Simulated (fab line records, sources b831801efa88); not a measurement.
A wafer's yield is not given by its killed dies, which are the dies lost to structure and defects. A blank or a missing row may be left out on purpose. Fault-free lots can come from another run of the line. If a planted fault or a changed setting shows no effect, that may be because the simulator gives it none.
Matching of chambers -- flow gf180mcu -- 3 sister chambers for GF_CONTACT_CVD_02 on pecvd-02
The step deposits SiO2 from TEOS, target thk 860 nm, time 95.992 s. 6 wafers are shown with their chamber, then 12 later ones without.

== WAFERS PAIRED WITH THEIR CHAMBERS ==
wafer,chamber,heater-power-w (W)
L088.4,2,544
L088.5,0,788
L088.6,1,776
L089.2,2,534
L089.3,1,730
L089.4,0,761

== WAFERS WITHOUT THEIR CHAMBER ==
wafer,heater-power-w (W)
L091.1,548
L091.2,784
L091.3,746
L091.4,826
L091.5,570
L091.6,793
L092.1,578
L092.2,765
L092.5,855
L093.2,832
L093.5,846
L093.6,667

== CHAMBER TAKEN BY EACH ==
wafer,from the rows above,in truth
L091.1,2,2
L091.2,can't be placed: 0 or 1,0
L091.3,can't be placed: 1 or 0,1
L091.4,can't be placed: 0 or 1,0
L091.5,2,2
L091.6,can't be placed: 0 or 1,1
L092.1,2,2
L092.2,can't be placed: 0 or 1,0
L092.5,can't be placed: 0 or 1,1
L093.2,can't be placed: 0 or 1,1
L093.5,can't be placed: 0 or 1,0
L093.6,can't be placed: 1 or 0 or 2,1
3 of 12 placed correctly. Cannot be placed on the basis of these rows: 9; the candidates contain the true chamber in 9. Placed wrongly: 0.
How it was worked out, from the rows above alone: a wafer's distance from a chamber is the root of the sum, over the readings, of the square of ((its reading less the chamber's mean) divided by the reading's scatter). The wafer belongs to the nearest chamber; if the next one is less than 2 further off, it can't be placed. For every chamber, the mean is computed from those of its wafers that are shown. The scatter: take each reading less its chamber's mean, square it, sum over the shown wafers, divide by the number of wafers less the number of chambers, and take the root.
